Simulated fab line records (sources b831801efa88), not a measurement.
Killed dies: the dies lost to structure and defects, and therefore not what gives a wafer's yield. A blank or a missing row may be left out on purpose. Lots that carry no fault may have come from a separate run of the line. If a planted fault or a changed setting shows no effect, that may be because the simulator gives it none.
A struck lot beside a sound one | flow sky130 | 17 out of 708 route steps
Sound: wafers L591.3, L591.5, L591.6. Struck: wafers L594.2, L594.4, L594.6. Last of all comes the cause.
Per side, at each step with rows, come the tool, then ch with its chambers, and then its first start. Under that, the readings that differ: sound wafers | struck wafers | difference of the means | sigmas: that difference in standard deviations of wafers without a fault.
alike: readings whose means differ by less than 2 such deviations, and words and numbers that are the same on both sides. not compared: withheld readings, readings that some wafer has no value for, bounds like >300 that may hide the same value, and numbers for which the record gives no deviation and whose values overlap.
A row with sigmas, a row that says differs or no value, or rows on one side alone: a step with any of these is where the two part. Numbers that don't overlap but have no deviation are shown without sigmas and don't part them. Lack of a reading on every wafer of one side parts them only where that side has two or more wafers.

SKY_VT_ADJUST_LVTN_OVL_MEAS_07:
  sound on overlay-01 at day 9 17:56; struck on overlay-01 at day 10 11:43
  alike: VT_ADJUST_LVTN_OVL
after that, 1 step had no rows for these wafers: SKY_VT_ADJUST_LVTN_IMPLANT_08.
SKY_VT_ADJUST_LVTN_STRIP_09: strips in O2/N2.
  sound on plasmaAsher-04 ch 0,1, day 9 18:09; struck on plasmaAsher-04 ch 0,1, day 10 11:54
  alike: drypumpMotorCurrentA, oesProductAu, stripTimeToEndpointS
  not compared: rfHoursCounterH
SKY_VT_ADJUST_LVTN_TW_MEAS_10:
  sound on filmMetro-01 at day 9 18:14; struck on filmMetro-04 at day 10 12:01
  alike: VT_ADJUST_LVTN_TW
then, 7 steps without rows for these wafers: SKY_VT_ADJUST_LVTN_DEHYDRATE_11 (time 60 s); SKY_VT_ADJUST_LVTN_HMDS_12 (prime time 60 s); SKY_VT_ADJUST_LVTN_COAT_13 (resist thk 1140 nm); SKY_VT_ADJUST_LVTN_SOFTBAKE_14 (time 60 s); SKY_VT_ADJUST_LVTN_EXPOSE_15 (exposes mask HVN STD DERIVED, target cd 600 nm); SKY_VT_ADJUST_LVTN_PEB_16; SKY_VT_ADJUST_LVTN_DEVELOP_17 (develop time 60 s).
SKY_VT_ADJUST_LVTN_OVL_MEAS_18:
  sound on overlay-02 at day 10 16:41; struck on overlay-01 at day 11 11:02
  alike: VT_ADJUST_LVTN_01_OVL
SKY_VT_ADJUST_LVTN_IMPLANT_19:
  sound on implanter-01 ch 0, day 10 16:45; struck on implanter-04 ch 0, day 11 11:25
SKY_VT_ADJUST_LVTN_STRIP_20: strips in O2/N2.
  sound on plasmaAsher-03 ch 0,1, day 10 16:53; struck on plasmaAsher-03 ch 0,1, day 11 11:32
  alike: drypumpMotorCurrentA, oesProductAu, stripTimeToEndpointS
  not compared: rfHoursCounterH
SKY_VT_ADJUST_LVTN_TW_MEAS_21:
  sound on filmMetro-02 at day 10 16:58; struck on filmMetro-02 at day 11 11:52
reading             | sound             | struck            | difference | sigmas
VT_ADJUST_LVTN_2_TW | 187.4 186.5 186.9 | 225.1 225.4 223.9 | +37.9      | +17
then, 1 step without rows for these wafers: SKY_VT_ADJUST_NCORE_DEHYDRATE_00 (time 60 s).
-- the record jumps here: 38 days lie between the struck wafers' starts before and after (it left off in module VT_ADJUST_NCORE and takes up again in module PAD_OPEN, whose first step shown is number 708 of the route) --
SKY_PAD_OPEN_PROBE_99:
  sound on prober-01 at day 48 10:44; struck on prober-01 at day 49 04:50
reading                               | sound             | struck            | difference | sigmas
model.etest.resPwellUnderGate.rsOhmSq | 2295 2298 2282    | 2181 2184 2192    | -106       | 
model.etest.nfetG5v0d10v5.rOnOhmUm    | 1872 1875 1856    | 1934 1963 1967    | +87        | 
model.etest.tip_n_5v.rsOhmSq          | 1354 1361 1358    | 1466 1467 1470    | +110       | 
model.etest.nfetG5v0d10v5.driveUaUm   | 606.3 606.7 608.8 | 581.3 567.3 572.7 | -33.5      | 
model.etest.nfet_16v.driveUaUm        | 223.8 220.6 225.4 | 211.8 208.4 211.5 | -12.7      | 
model.etest.pfet_16v.driveUaUm        | 245.7 245.9 246.6 | 255.3 251.4 254.7 | +7.7       | 
model.etest.ring_5v.delayPs           | 44.23 44.67 44.71 | 45.9 46.05 46.31  | +1.5       | 
  alike: killed_at_M0_to_M3, killed_at_M4_up, killedAtContacts, killedAtFrontEnd, killedAtOther, killedDies, killedOpen, killedShort
  not compared: model.etest.nfet_16v.rOnOhmUm

== WHERE THEY PART ==
Within this record, at SKY_VT_ADJUST_LVTN_TW_MEAS_21 only. Later steps at which nothing parts them and some readings are alike: SKY_PAD_OPEN_PROBE_99.

WHY: whatever the simulator had introduced
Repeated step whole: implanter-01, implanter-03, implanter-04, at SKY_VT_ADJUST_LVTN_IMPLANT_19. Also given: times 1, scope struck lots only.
